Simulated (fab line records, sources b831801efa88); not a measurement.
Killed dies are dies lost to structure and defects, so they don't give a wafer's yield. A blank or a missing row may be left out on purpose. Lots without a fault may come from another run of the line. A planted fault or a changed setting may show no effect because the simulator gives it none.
fab line records | flow gf180mcu | part 1 of 2: steps 1 to 28 of 39
record lots=5 wafers=15 last_day=34
route steps=602 shown POLY_GATE@168 HV_LDD@176
lots that met no fault: from a run of the same line without faults
start_h: hours from the record's first day to the start of the lot's first wafer shown | wait_h: hours since the lot's step before | " the same as in the row above | L1.1+2: a row that stands for several wafers | - no value, or no start given | * or withheld: withheld | < > ~ a bound
route shown NAME@n: a module of which the file shows steps, and the number in the route of the first | usual: mean/standard deviation of fault-free wafers | same: alike in all rows | chamber/n: place in a boat | sites: the reading at each site | _std_site: their standard deviation | _edge_site: outer sites' mean less inner sites' | radius_mm: how far each site lies from the wafer's centre | mask NAME#n: copy n | behind: the tool/chamber that last shaped the wafer | hold: why the lot was held/for how many hours/how that ended | device: the transistor (n, p or np) that didn't switch | end of line: the same wafers' tests at the end of the route | a step without rows: its recipe alone | killed: dies lost to structure and defects at the first sort, not the wafer's yield | map: a wafer's dies, x killed, . not, _ none there
set.NAME: the setting as run; set.NAME@STEP: as run at that earlier step | model.NAME: the simulator's own value behind a step, which no gauge read
lots at some steps of the route; a table a step, a row a wafer
services: from which hour (start_h, from the record's first day; less than 0 if before it) a tool's chamber was out of use, for how many hours, and why
## steps
# step GF_POLY_GATE_OVL_MEAS_11
# usual POLY_GATE_OVL=-5/5
# columns lot.wafer tool chamber start_h wait_h POLY_GATE_OVL[nm]
L080.3 overlay-02 - 244.82 0.1 -11
L080.4 " - " " -12
L080.6 " - " " -10
L083.1 overlay-02 - 262.52 0.1 -5
L083.2 " - " " -8
L083.5 " - " " -9
L088.3 overlay-02 - 302.87 0.1 -12
L088.5 " - " " -1
L088.6 " - " " -7
L091.1 overlay-02 - 321.28 0.1 3
L091.4 " - " " -5
L091.5 " - " " -5
L093.3 overlay-02 - 335.99 0.1 -8
L093.4 " - " " -8
L093.6 " - " " -10
# step GF_POLY_GATE_ETCH_12
# recipe chemistry=N2/H2 target_depth_a=withheld overetch_a=withheld time_s=withheld target=BARC ion_energy_ev=200 source_w=500 bias_w=100 pressure_mtorr=30 n2_flow_sccm=100 h2_flow_sccm=200
# usual drypump_motor_current_A=5.7/0.57 oes_product_au=0.735/0.0044 throttle_valve_pct=13.214/0.0094
# columns lot.wafer tool chamber start_h wait_h drypump_motor_current_A oes_product_au throttle_valve_pct
L080.3 rie_diel-04 3 244.84 0.0 4.8 0.731 13.203
L080.4 " 0 " " 6.1 0.737 13.218
L080.6 " 1 " " 6.5 0.729 13.226
L083.1 rie_diel-02 1 262.56 0.0 6.0 0.737 13.206
L083.2 " 0 " " 5.7 0.727 13.198
L083.5 " 0 " " 5.8 0.732 13.197
L088.3 rie_diel-02 0 302.89 0.0 5.8 0.740 13.221
L088.5 " 2 " " 5.2 0.742 13.206
L088.6 " 3 " " 6.3 0.738 13.209
L091.1 rie_diel-02 0 321.32 0.0 5.8 0.735 13.208
L091.4 " 1 " " 5.9 0.743 13.213
L091.5 " 1 " " 5.9 0.734 13.204
L093.3 rie_diel-01 0 336.01 0.0 6.3 0.733 13.210
L093.4 " 3 " " 6.2 0.738 13.207
L093.6 " 2 " " 5.1 0.730 13.234
# step GF_POLY_GATE_ETCH_13
# recipe target=poly-Si target_depth_nm=198.5 stop_on=SiO2 over_etch_frac=0.403 chemistry=HBr/Cl2 icp_w=400 bias_w=100 pressure_mtorr=10 HBr_flow_sccm=150 Cl2_flow_sccm=50 time_s=69.6
# usual HBr_flow_sccm=150.0/0.44 drypump_motor_current_A=5.6/0.55 oes_product_au=0.987/0.011 throttle_valve_pct=33.685/0.009
# columns lot.wafer tool chamber start_h wait_h HBr_flow_sccm drypump_motor_current_A oes_product_au rf_hours_counter_h throttle_valve_pct
L080.3 rie_si-02 0 244.89 - 150.3 5.3 0.994 31 33.687
L080.4 " 3 " " 150.2 5.4 0.983 1 33.683
L080.6 " 0 " " 150.6 5.3 0.983 - 33.678
L083.1 rie_si-02 2 262.61 - 150.2 6.5 0.999 75 33.702
L083.2 " 3 " " 150.1 5.4 0.984 1 33.689
L083.5 " 1 " " 149.7 6.2 0.968 - 33.675
L088.3 rie_si-01 1 302.94 - 150.5 4.9 0.993 23 33.684
L088.5 " 1 " " 150.6 4.9 0.991 - 33.697
L088.6 " 0 " " 149.8 5.9 0.978 - 33.682
L091.1 rie_si-02 3 321.37 - 150.1 5.4 0.993 1 33.689
L091.4 " 1 " " 150.3 6.2 0.971 5 33.693
L091.5 " 2 " " 150.4 6.5 1.000 - 33.684
L093.3 rie_si-01 3 336.06 - 149.8 5.1 0.986 41 33.684
L093.4 " 3 " " 150.5 5.0 0.997 - 33.689
L093.6 " 1 " " 149.7 4.9 0.988 - 33.703
# step GF_POLY_GATE_STRIP_14
# recipe chemistry=O2/N2 power_w=1400 pressure_mtorr=1500 platen_temp_c=250 o2_flow_sccm=3000 n2_flow_sccm=300 overash_fraction=0.5
# usual drypump_motor_current_A=5.9/0.48 heater_power_w=328/25 oes_product_au=0.505/0.0047 platen_temp_c=250.00/0.19
# columns lot.wafer tool chamber start_h wait_h drypump_motor_current_A heater_power_w oes_product_au platen_temp_c rf_hours_counter_h
L080.3 plasma_asher-03 0 244.98 0.1 6.1 377 0.501 249.62 -
L080.4 " 1 " " 5.5 342 0.505 250.09 -
L080.6 " 1 " " 5.5 341 0.505 249.85 -
L083.1 plasma_asher-04 1 262.67 0.0 6.6 292 0.507 249.70 44
L083.2 " 0 " " 5.9 321 0.505 249.98 44
L083.5 " 1 " " 6.6 284 0.508 250.07 -
L088.3 plasma_asher-04 0 303.03 0.1 5.8 325 0.507 250.08 -
L088.5 " 0 " " 5.9 330 0.508 250.33 -
L088.6 " 1 " " 6.6 288 0.505 249.76 -
L091.1 plasma_asher-04 1 321.42 0.0 6.6 286 0.503 249.67 49
L091.4 " 0 " " 5.8 325 0.512 249.84 -
L091.5 " 0 " " 5.9 317 0.517 249.81 -
L093.3 plasma_asher-02 0 336.15 0.1 6.2 348 0.505 249.81 -
L093.4 " 1 " " 5.2 321 0.507 250.17 -
L093.6 " 1 " " 5.2 323 0.503 250.15 -
# step GF_POLY_GATE_CLEAN_15
# recipe chemistry=SC1/SC2 mix=1:4:20 temp_c=70 time_s=150 dry=n2_spin
# columns lot.wafer tool chamber start_h wait_h
L080.3+4+6 wet_bench-01 2 245.05 0.0
L083.1+2+5 wet_bench-01 1 262.77 0.1
L088.3+5+6 wet_bench-03 2 303.10 0.0
L091.1+4+5 wet_bench-01 0 321.52 0.1
L093.3+4+6 wet_bench-01 1 336.22 0.0
# step GF_POLY_GATE_OXIDATION_16
# recipe temp_c=850 ambient=O2 stabilise_s=600 purge_s=300 target_thk_a=40 ox_time_s=899
# usual zone_power_lower_pct=17.2/0.32
# columns lot.wafer tool chamber start_h wait_h zone_power_lower_pct
L080.3 furnace-02 0 245.56 0.5 16.8
L080.4 " 0 " " 17.2
L080.6 " 0 " " 17.0
L083.1 furnace-02 0 262.82 0.0 16.7
L083.2 " 0 " " 16.6
L083.5 " 0 " " 17.0
L088.3 furnace-02 0 303.15 0.0 17.1
L088.5 " 0 " " 16.9
L088.6 " 0 " " 16.8
L091.1 furnace-02 0 321.57 0.0 17.0
L091.4 " 0 " " 17.0
L091.5 " 0 " " 16.9
L093.3 furnace-02 0 336.51 0.2 17.0
L093.4 " 0 " " 16.9
L093.6 " 0 " " 17.0
# step GF_POLY_GATE_THK_MEAS_17
# recipe reads=SiO2_of_POLY_GATE_OXIDATION_16
# usual POLY_GATE_OXIDATION_THK=4.01/0.087
# columns lot.wafer tool chamber start_h wait_h POLY_GATE_OXIDATION_THK[nm]
L080.3 film_metro-04 - 246.83 0.0 4.10
L080.4 " - " " 4.09
L080.6 " - " " 4.12
L083.1 film_metro-01 - 264.07 0.0 3.96
L083.2 " - " " 3.94
L083.5 " - " " 3.85
L088.3 film_metro-03 - 304.42 0.0 3.98
L088.5 " - " " 4.02
L088.6 " - " " 3.99
L091.1 film_metro-04 - 322.82 0.0 3.91
L091.4 " - " " 3.96
L091.5 " - " " 3.91
L093.3 film_metro-04 - 337.78 0.0 4.08
L093.4 " - " " 3.99
L093.6 " - " " 4.14
# step GF_POLY_GATE_CD_MEAS_18
# usual cd_nm=279.6/2.1
# columns lot.wafer tool chamber start_h wait_h cd_nm
L080.3 cd_sem-02 - 246.93 0.1 277.1
L080.4 " - " " 280.5
L080.6 " - " " 277.0
L083.1 cd_sem-01 - 264.13 0.1 277.6
L083.2 " - " " 281.8
L083.5 " - " " 280.6
L088.3 cd_sem-01 - 304.52 0.1 282.6
L088.5 " - " " 283.2
L088.6 " - " " 281.6
L091.1 cd_sem-01 - 322.88 0.1 281.1
L091.4 " - " " 280.6
L091.5 " - " " 278.0
L093.3 cd_sem-02 - 337.98 0.2 281.1
L093.4 " - " " 280.0
L093.6 " - " " 280.0
# step GF_HV_LDD_DEHYDRATE_00
# recipe temp_c=200 time_s=60
# columns lot.wafer tool chamber start_h wait_h
L080.3+4+6 litho_track-02 0 255.64 8.7
L083.1+2+5 litho_track-04 0 273.28 9.1
L088.3+5+6 litho_track-03 0 314.65 10.1
L091.1+4+5 litho_track-02 0 332.64 9.7
L093.3+4+6 litho_track-02 0 348.14 10.1
# step GF_HV_LDD_HMDS_01
# recipe prime_time_s=60 prime_temp_c=120
# columns lot.wafer tool chamber start_h wait_h
L080.3+4+6 litho_track-02 0 255.79 0.1
L083.1+2+5 litho_track-04 0 273.43 0.1
L088.3+5+6 litho_track-03 0 314.80 0.1
L091.1+4+5 litho_track-02 0 332.79 0.1
L093.3+4+6 litho_track-02 0 348.29 0.1
# step GF_HV_LDD_COAT_02
# recipe resist=NOVOLAK spin_rpm=3000 resist_thk_nm=1000
# columns lot.wafer tool chamber start_h wait_h
L080.3+4+6 litho_track-02 0 255.94 0.1
L083.1+2+5 litho_track-04 0 273.58 0.1
L088.3+5+6 litho_track-03 0 314.95 0.1
L091.1+4+5 litho_track-02 0 332.94 0.1
L093.3+4+6 litho_track-02 0 348.44 0.1
# step GF_HV_LDD_SOFTBAKE_03
# recipe temp_c=89.46 time_s=60 resist=NOVOLAK
# columns lot.wafer tool chamber start_h wait_h
L080.3+4+6 litho_track-02 0 256.09 0.1
L083.1+2+5 litho_track-04 0 273.73 0.1
L088.3+5+6 litho_track-03 0 315.10 0.1
L091.1+4+5 litho_track-02 0 333.09 0.1
L093.3+4+6 litho_track-02 0 348.59 0.1
# step GF_HV_LDD_EXPOSE_04
# recipe mask_id=Nplus_LV_AREA target_cd_nm=400 na=0.6 source_shape=conventional sigma_outer=0.6 dose_mj=140
# usual exposure_dose_mJ_cm2=140.09/0.12 reticle_temp_C=23.01/0.11 stage_vel_mm_s=500.01/0.22
# same sigma_outer=0.6
# columns lot.wafer tool chamber start_h wait_h mask exposure_dose_mJ_cm2 reticle_temp_C stage_vel_mm_s
L080.3 iline_stepper-01 0 - - Nplus_LV_AREA#0 140.17 23.13 499.73
L080.4 " 0 " " Nplus_LV_AREA#0 140.05 23.07 499.98
L080.6 " 0 " " Nplus_LV_AREA#0 140.17 22.81 499.82
L083.1 iline_stepper-02 0 - - Nplus_LV_AREA#0 139.98 22.93 499.95
L083.2 " 0 " " Nplus_LV_AREA#0 139.89 22.93 500.28
L083.5 " 0 " " Nplus_LV_AREA#0 140.02 23.11 500.27
L088.3 iline_stepper-01 0 - - Nplus_LV_AREA#0 139.97 22.96 499.79
L088.5 " 0 " " Nplus_LV_AREA#0 140.09 22.77 499.94
L088.6 " 0 " " Nplus_LV_AREA#0 139.77 23.06 500.00
L091.1 iline_stepper-01 0 - - Nplus_LV_AREA#0 140.08 23.13 499.98
L091.4 " 0 " " Nplus_LV_AREA#0 140.04 23.01 500.21
L091.5 " 0 " " Nplus_LV_AREA#0 140.26 22.91 500.56
L093.3 iline_stepper-01 0 - - Nplus_LV_AREA#0 140.18 22.82 500.15
L093.4 " 0 " " Nplus_LV_AREA#0 139.96 22.82 499.88
L093.6 " 0 " " Nplus_LV_AREA#0 139.97 22.85 500.27
# step GF_HV_LDD_PEB_05
# recipe temp_c=withheld time_s=* resist=NOVOLAK
# columns lot.wafer tool chamber start_h wait_h
L080.3+4+6 litho_track-04 0 - -
L083.1+2+5 litho_track-04 0 - -
L088.3+5+6 litho_track-02 0 - -
L091.1+4+5 litho_track-04 0 - -
L093.3+4+6 litho_track-04 0 - -
# step GF_HV_LDD_DEVELOP_06
# recipe develop_time_s=60 dev_temp_c=23
# columns lot.wafer tool chamber start_h wait_h
L080.3+4+6 litho_track-04 0 265.78 0.1
L083.1+2+5 litho_track-04 0 283.53 0.1
L088.3+5+6 litho_track-02 0 325.84 0.1
L091.1+4+5 litho_track-04 0 343.53 0.1
L093.3+4+6 litho_track-04 0 359.48 0.1
# step GF_HV_LDD_CD_MEAS_07
# recipe target_cd_nm=400
# usual cd_nm=400.0/2.4
# columns lot.wafer tool chamber start_h wait_h cd_nm
L080.3 cd_sem-02 - 265.92 0.1 401.7
L080.4 " - " " 400.9
L080.6 " - " " 400.7
L083.1 cd_sem-02 - 283.68 0.1 399.8
L083.2 " - " " 401.8
L083.5 " - " " 398.4
L088.3 cd_sem-01 - 325.98 0.1 397.8
L088.5 " - " " 401.4
L088.6 " - " " 398.8
L091.1 cd_sem-01 - 343.68 0.1 399.7
L091.4 " - " " 399.3
L091.5 " - " " 397.9
L093.3 cd_sem-02 - 359.62 0.1 402.6
L093.4 " - " " 398.9
L093.6 " - " " 401.8
# step GF_HV_LDD_OVL_MEAS_08
# usual HV_LDD_OVL=0.4/1.3
# columns lot.wafer tool chamber start_h wait_h HV_LDD_OVL[nm]
L080.3 overlay-01 - 266.02 0.1 -0.7
L080.4 " - " " 1.5
L080.6 " - " " 0.7
L083.1 overlay-01 - 283.80 0.1 -0.4
L083.2 " - " " 0.0
L083.5 " - " " 1.9
L088.3 overlay-02 - 326.07 0.1 -0.7
L088.5 " - " " 1.7
L088.6 " - " " 0.7
L091.1 overlay-02 - 343.80 0.1 0.4
L091.4 " - " " -0.2
L091.5 " - " " 0.5
L093.3 overlay-02 - 359.71 0.1 1.2
L093.4 " - " " 1.3
L093.6 " - " " 0.3
# step GF_HV_LDD_IMPLANT_09
# recipe species=As energy_kev=40 dose_cm2=1e+14 tilt_deg=7
# usual end_station_pressure_torr=5.49e-06/2.9e-07
# columns lot.wafer tool chamber start_h wait_h end_station_pressure_torr
L080.3 implanter-03 0 266.09 0.1 5.17e-06
L080.4 " 0 " " 5.36e-06
L080.6 " 0 " " 5.57e-06
L083.1 implanter-02 0 283.84 0.0 5.3e-06
L083.2 " 0 " " 5.6e-06
L083.5 " 0 " " 5.59e-06
L088.3 implanter-01 0 326.15 0.1 5.11e-06
L088.5 " 0 " " 5.4e-06
L088.6 " 0 " " 5.15e-06
L091.1 implanter-02 0 343.84 0.0 5.65e-06
L091.4 " 0 " " 4.95e-06
L091.5 " 0 " " 6.04e-06
L093.3 implanter-01 0 359.79 0.1 5.12e-06
L093.4 " 0 " " 5.64e-06
L093.6 " 0 " " 5.56e-06
# step GF_HV_LDD_STRIP_10
# recipe chemistry=O2/N2 power_w=1400 pressure_mtorr=1500 platen_temp_c=250 o2_flow_sccm=3000 n2_flow_sccm=300 overash_fraction=0.5
# usual drypump_motor_current_A=5.9/0.47 heater_power_w=332/34 oes_product_au=0.716/0.0046 platen_temp_c=250.02/0.18 strip_time_to_endpoint_s=12.64/0.034
# columns lot.wafer tool chamber start_h wait_h drypump_motor_current_A heater_power_w oes_product_au platen_temp_c rf_hours_counter_h strip_time_to_endpoint_s
L080.3 plasma_asher-03 0 266.22 0.1 6.1 369 0.719 249.82 - 12.64
L080.4 " 1 " " 5.5 341 0.715 250.13 - 12.63
L080.6 " 0 " " 6.1 376 0.713 250.02 - 12.60
L083.1 plasma_asher-01 1 283.99 0.1 5.7 343 0.714 250.00 62 12.68
L083.2 " 0 " " 5.1 388 0.715 250.05 62 12.64
L083.5 " 0 " " 5.1 404 0.712 250.05 - 12.64
L088.3 plasma_asher-03 1 326.28 0.1 5.5 346 0.720 249.78 - 12.69
L088.5 " 1 " " 5.5 340 0.719 249.92 - 12.67
L088.6 " 0 " " 6.1 375 0.720 250.10 - 12.67
L091.1 plasma_asher-04 0 343.99 0.1 5.8 317 0.725 249.90 52 12.69
L091.4 " 1 " " 6.6 293 0.718 250.27 - 12.64
L091.5 " 1 " " 6.6 296 0.722 250.12 - 12.65
L093.3 plasma_asher-04 0 359.92 0.1 5.9 317 0.717 250.20 - 12.61
L093.4 " 1 " " 6.6 298 0.714 249.94 - 12.63
L093.6 " 1 " " 6.6 296 0.713 249.75 - 12.63
# step GF_HV_LDD_TW_MEAS_11
# usual HV_LDD_TW=2424/15
# columns lot.wafer tool chamber start_h wait_h HV_LDD_TW
L080.3 film_metro-03 - 266.31 0.1 2425
L080.4 " - " " 2422
L080.6 " - " " 2424
L083.1 film_metro-03 - 284.09 0.1 2415
L083.2 " - " " 2410
L083.5 " - " " 2406
L088.3 film_metro-04 - 326.37 0.1 2442
L088.5 " - " " 2422
L088.6 " - " " 2443
L091.1 film_metro-02 - 344.09 0.1 2436
L091.4 " - " " 2418
L091.5 " - " " 2426
L093.3 film_metro-03 - 360.01 0.1 2390
L093.4 " - " " 2392
L093.6 " - " " 2391
# step GF_HV_LDD_DEHYDRATE_12
# recipe temp_c=200 time_s=60
# columns lot.wafer tool chamber start_h wait_h
L080.3+4+6 litho_track-03 0 275.25 8.9
L083.1+2+5 litho_track-02 0 293.49 9.4
L088.3+5+6 litho_track-04 0 336.28 9.9
L091.1+4+5 litho_track-04 0 354.18 10.1
L093.3+4+6 litho_track-04 0 370.48 10.5
# step GF_HV_LDD_HMDS_13
# recipe prime_time_s=60 prime_temp_c=120
# columns lot.wafer tool chamber start_h wait_h
L080.3+4+6 litho_track-03 0 275.40 0.1
L083.1+2+5 litho_track-02 0 293.64 0.1
L088.3+5+6 litho_track-04 0 336.43 0.1
L091.1+4+5 litho_track-04 0 354.33 0.1
L093.3+4+6 litho_track-04 0 370.63 0.1
# step GF_HV_LDD_COAT_14
# recipe resist=NOVOLAK spin_rpm=3000 resist_thk_nm=1000
# columns lot.wafer tool chamber start_h wait_h
L080.3+4+6 litho_track-03 0 275.55 0.1
L083.1+2+5 litho_track-02 0 293.79 0.1
L088.3+5+6 litho_track-04 0 336.58 0.1
L091.1+4+5 litho_track-04 0 354.48 0.1
L093.3+4+6 litho_track-04 0 370.78 0.1
# step GF_HV_LDD_SOFTBAKE_15
# recipe temp_c=90 time_s=60 resist=NOVOLAK
# columns lot.wafer tool chamber start_h wait_h
L080.3+4+6 litho_track-03 0 275.70 0.1
L083.1+2+5 litho_track-02 0 293.94 0.1
L088.3+5+6 litho_track-04 0 336.73 0.1
L091.1+4+5 litho_track-04 0 354.63 0.1
L093.3+4+6 litho_track-04 0 370.93 0.1
# step GF_HV_LDD_EXPOSE_16
# recipe mask_id=Pplus_LV_AREA target_cd_nm=400 na=0.6 source_shape=conventional sigma_outer=0.6 dose_mj=140
# usual exposure_dose_mJ_cm2=140.00/0.13 reticle_temp_C=22.98/0.1 stage_vel_mm_s=500.00/0.24
# same sigma_outer=0.6
# columns lot.wafer tool chamber start_h wait_h mask exposure_dose_mJ_cm2 reticle_temp_C stage_vel_mm_s
L080.3 iline_stepper-02 0 - - Pplus_LV_AREA#0 140.18 22.83 500.22
L080.4 " 0 " " Pplus_LV_AREA#0 140.05 22.78 500.07
L080.6 " 0 " " Pplus_LV_AREA#0 140.04 22.88 500.06
L083.1 iline_stepper-01 0 - - Pplus_LV_AREA#0 139.91 22.82 500.31
L083.2 " 0 " " Pplus_LV_AREA#0 139.91 23.07 500.02
L083.5 " 0 " " Pplus_LV_AREA#0 139.94 22.80 499.99
L088.3 iline_stepper-02 0 - - Pplus_LV_AREA#0 140.15 22.94 500.03
L088.5 " 0 " " Pplus_LV_AREA#0 140.03 22.90 500.03
L088.6 " 0 " " Pplus_LV_AREA#0 140.01 22.88 499.83
L091.1 iline_stepper-02 0 - - Pplus_LV_AREA#0 140.05 22.96 500.04
L091.4 " 0 " " Pplus_LV_AREA#0 139.93 23.03 500.54
L091.5 " 0 " " Pplus_LV_AREA#0 140.02 22.98 500.29
L093.3 iline_stepper-02 0 - - Pplus_LV_AREA#0 139.91 23.10 499.63
L093.4 " 0 " " Pplus_LV_AREA#0 139.98 23.11 500.03
L093.6 " 0 " " Pplus_LV_AREA#0 139.98 22.93 500.04
# step GF_HV_LDD_PEB_17
# recipe temp_c=withheld time_s=* resist=NOVOLAK
# columns lot.wafer tool chamber start_h wait_h
L080.3+4+6 litho_track-03 0 - -
L083.1+2+5 litho_track-03 0 - -
L088.3+5+6 litho_track-03 0 - -
L091.1+4+5 litho_track-04 0 - -
L093.3+4+6 litho_track-04 0 - -
# step GF_HV_LDD_DEVELOP_18
# recipe develop_time_s=60 dev_temp_c=23
# columns lot.wafer tool chamber start_h wait_h
L080.3+4+6 litho_track-03 0 285.85 0.1
L083.1+2+5 litho_track-03 0 304.50 0.1
L088.3+5+6 litho_track-03 0 347.35 0.1
L091.1+4+5 litho_track-04 0 365.28 0.1
L093.3+4+6 litho_track-04 0 382.18 0.1
# step GF_HV_LDD_CD_MEAS_19
# recipe target_cd_nm=400
# usual cd_nm=400.4/2
# columns lot.wafer tool chamber start_h wait_h cd_nm
L080.3 cd_sem-01 - 285.99 0.1 397.5
L080.4 " - " " 399.0
L080.6 " - " " 401.5
L083.1 cd_sem-02 - 304.71 0.2 398.8
L083.2 " - " " 399.4
L083.5 " - " " 400.1
L088.3 cd_sem-02 - 347.49 0.1 399.7
L088.5 " - " " 400.0
L088.6 " - " " 399.1
L091.1 cd_sem-01 - 365.43 0.1 400.7
L091.4 " - " " 403.6
L091.5 " - " " 402.3
L093.3 cd_sem-01 - 382.32 0.1 402.1
L093.4 " - " " 401.1
L093.6 " - " " 401.0
